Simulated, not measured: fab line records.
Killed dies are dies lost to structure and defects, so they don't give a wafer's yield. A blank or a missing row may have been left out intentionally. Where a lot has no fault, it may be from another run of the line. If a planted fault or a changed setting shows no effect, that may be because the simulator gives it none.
Which tool did it? ; flow sky130 ; 14 lots, 42 wafers sampled, at 5 steps of a route of 708

WHAT EACH GAUGE READ, for each wafer
SKY_VIA2_OVL_MEAS_13. Usual: for VIA2_OVL the level is 4 nm and the standard deviation is 4.8.
lot;measured;on;VIA2_OVL (nm);flag
L167;day 36 02:55;overlay-02;7 10 8;
L169;day 37 10:22;overlay-02;11 8 8;
L171;day 37 17:58;overlay-01;10 7 12;
L172;day 37 23:59;overlay-01;9 8 5;
L173;day 38 09:40;overlay-01;0 4 5;
L175;day 38 18:37;overlay-01;-7 5 1;
L176;day 39 03:42;overlay-01;9 6 9;
L177;day 39 23:42;overlay-02;14 10 10;
L178;day 40 00:34;overlay-02;5 13 7;
L186;day 42 11:02;overlay-01;-4 -2 4;
L187;day 42 12:02;overlay-01;7 7 10;
L188;day 42 18:13;overlay-01;7 2 3;
L189;day 42 22:25;overlay-01;5 6 8;
L190;day 43 08:22;overlay-01;-5 4 -7;

SKY_CAPM_OVL_MEAS_12. Usual: for CAPM_OVL the level is 0.6 nm and the standard deviation is 1.3.
lot;measured;on;CAPM_OVL (nm);flag
L167;day 37 07:04;overlay-01;-0.5 -2.0 0.0;
L169;day 38 13:21;overlay-02;2.1 0.0 2.2;
L171;day 38 21:44;overlay-02;1.5 0.5 0.9;
L172;day 39 02:04;overlay-02;0.2 1.0 0.7;
L173;day 39 12:38;overlay-01;1.0 -0.4 0.2;
L175;day 39 20:55;overlay-01;0.9 -1.0 -2.2;
L176;day 40 05:59;overlay-02;-0.9 1.3 -0.6;
L177;day 41 01:20;overlay-01;1.2 0.7 2.0;
L178;day 41 02:44;overlay-02;0.3 0.8 1.2;
L186;day 43 11:37;overlay-02;-0.2 -0.5 -1.1;
L187;day 43 12:41;overlay-02;-0.3 1.9 0.3;
L188;day 43 18:25;overlay-02;-0.4 1.7 1.5;
L189;day 43 22:26;overlay-01;1.6 4.0 2.0;
L190;day 44 08:32;overlay-02;3.2 2.9 3.1;

SKY_PAD_OPEN_BOW_MEAS_13. Usual: for PAD_OPEN_BOW the level is 47 um and the standard deviation is 9.3.
lot;measured;on;PAD_OPEN_BOW (um);flag
L167;day 45 15:21;film metro-02;34 41 41;
L169;day 46 14:25;film metro-01;39 55 34;
L171;day 47 00:11;film metro-02;46 43 41;
L172;day 47 01:14;film metro-02;52 46 45;
L173;day 47 10:07;film metro-02;60 62 47;
L175;day 47 17:18;film metro-01;33 40 32;
L176;day 48 02:29;film metro-03;52 45 59;
L177;day 48 16:05;film metro-01;59 40 43;
L178;day 48 20:03;film metro-02;44 49 36;
L188;day 50 17:53;film metro-03;50 45 49;
L189;day 50 21:18;film metro-01;68 51 42;
L190;day 51 03:56;film metro-03;47 55 60;

WHAT TOOL EACH LOT RAN ON (gives the tool, then ch and the chambers of the sampled wafers, and finally the start)
lot;SKY_PASSIVATION_ETCH_11;SKY_PASSIVATION_STRIP_12
L167;rie diel-01 ch 0,1,3, day 44 15:24;plasma asher-04 ch 1, day 44 15:30
L169;rie diel-04 ch 0,1,3, day 45 15:37;plasma asher-03 ch 0,1, day 45 15:46
L171;rie diel-01 ch 1,2,3, day 46 01:13;plasma asher-02 ch 0,1, day 46 01:22
L172;rie diel-01 ch 0,1,3, day 46 02:06;plasma asher-02 ch 0,1, day 46 02:12
L173;rie diel-04 ch 0,2, day 46 11:15;plasma asher-02 ch 0,1, day 46 11:21
L175;rie diel-01 ch 0,1,3, day 46 18:27;plasma asher-03 ch 0,1, day 46 18:34
L176;rie diel-02 ch 1,2,3, day 47 03:47;plasma asher-02 ch 0,1, day 47 03:53
L177;rie diel-04 ch 1,2,3, day 47 19:12;plasma asher-04 ch 0,1, day 47 19:19
L178;rie diel-04 ch 0,1,3, day 47 22:54;plasma asher-02 ch 0,1, day 47 23:02
L186;rie diel-02 ch 1,3, day 49 18:54;plasma asher-02 ch 0,1, day 49 19:01
L187;rie diel-01 ch 0,1, day 49 19:14;plasma asher-03 ch 0,1, day 49 19:23
L188;rie diel-04 ch 0,2, day 49 23:05;plasma asher-04 ch 0,1, day 49 23:11
L189;rie diel-01 ch 1,2, day 50 02:41;plasma asher-04 ch 0,1, day 50 02:47
L190;rie diel-04 ch 0,1,3, day 50 10:39;plasma asher-04 ch 0,1, day 50 10:46
- SKY_PASSIVATION_ETCH_11: etches the open film in CF4/O2, stops on AlCu, target depth 725 nm, time 161.1 s.
- SKY_PASSIVATION_STRIP_12: strips in O2/N2.

AS READ BY THE TOOLS THEMSELVES (means over the sampled wafers that have a number; for cases with no such wafer, the mark the record gives instead)
SKY_PASSIVATION_ETCH_11. Usual: O2_flow_sccm 10.00 sccm, standard deviation 0.03; bias w 150.0 W, standard deviation 0.44; drypump motor current A 5.6 A, standard deviation 0.46; oes product au 0.978 a.u., standard deviation 0.0063; throttle valve pct 5.964 %, standard deviation 0.0094.
lot;tool;O2_flow_sccm (sccm);bias w (W);drypump motor current A (A);oes product au (a.u.);throttle valve pct (%);flag
L167;rie diel-01;9.99;149.8;5.2;0.976;5.954;
L169;rie diel-04;10.00;149.8;5.9;0.983;5.963;
L171;rie diel-01;10.00;150.1;5.3;0.979;5.976;
L172;rie diel-01;9.96;149.6;5.2;0.983;5.960;
L173;rie diel-04;10.02;150.1;5.5;0.978;5.968;
L175;rie diel-01;9.99;150.1;5.2;0.978;5.975;
L176;rie diel-02;10.03;150.5;5.8;0.973;5.959;
L177;rie diel-04;10.03;149.7;6.1;0.977;5.973;
L178;rie diel-04;10.01;149.5;5.9;0.977;5.959;
L186;rie diel-02;-;-;-;-;-;OFF
L187;rie diel-01;-;-;-;-;-;OFF
L188;rie diel-04;10.00;150.0;5.2;0.978;5.970;
L189;rie diel-01;10.00;150.6;5.4;0.981;5.969;
L190;rie diel-04;10.00;150.0;5.9;0.983;5.972;

SKY_PASSIVATION_STRIP_12. Usual: drypump motor current A 5.7 A, standard deviation 0.59; oes product au 0.661 a.u., standard deviation 0.0046; strip time to endpoint s 31.56 s, standard deviation 0.1.
lot;tool;drypump motor current A (A);oes product au (a.u.);strip time to endpoint s (s);flag
L167;plasma asher-04;5.1;0.656;31.36;
L169;plasma asher-03;5.6;0.663;31.50;
L171;plasma asher-02;6.3;0.660;31.62;
L172;plasma asher-02;6.3;0.659;31.48;
L173;plasma asher-02;6.4;0.662;31.54;
L175;plasma asher-03;5.5;0.659;31.60;
L176;plasma asher-02;6.4;0.661;31.74;
L177;plasma asher-04;5.1;0.660;31.64;
L178;plasma asher-02;6.4;0.663;31.75;
L186;plasma asher-02;6.4;0.665;36.82;OFF
L187;plasma asher-03;5.5;0.665;37.06;OFF
L188;plasma asher-04;5.1;0.657;31.65;
L189;plasma asher-04;5.1;0.665;31.55;
L190;plasma asher-04;5.1;0.658;31.55;

THE ANSWER, worked out from the rows above alone
Rule: a lot is off if the mean of its wafers that have a number lies more than 3 standard deviations from the usual mean. A lot without any number at a reading at which 4 lots or more have one is off too. Where the step has rows for the other lots, those lots are counted as sound. After the gauges, taken in route order, come the tools' own readings; for these a lot's mean is taken, as printed above. At the first step where some lot is off, the reading lying furthest off is the one used; lots without a number count as furthest.
Off: L186, L187, at SKY_PASSIVATION_ETCH_11 (O2_flow_sccm). Without a number there: L186, L187.
A tool fits if, at that step or a process step before it, it ran every lot that is off, and no sound lot after the first of them. Not one of the candidates tried fits.

WHAT THE SIMULATOR HAD INSERTED
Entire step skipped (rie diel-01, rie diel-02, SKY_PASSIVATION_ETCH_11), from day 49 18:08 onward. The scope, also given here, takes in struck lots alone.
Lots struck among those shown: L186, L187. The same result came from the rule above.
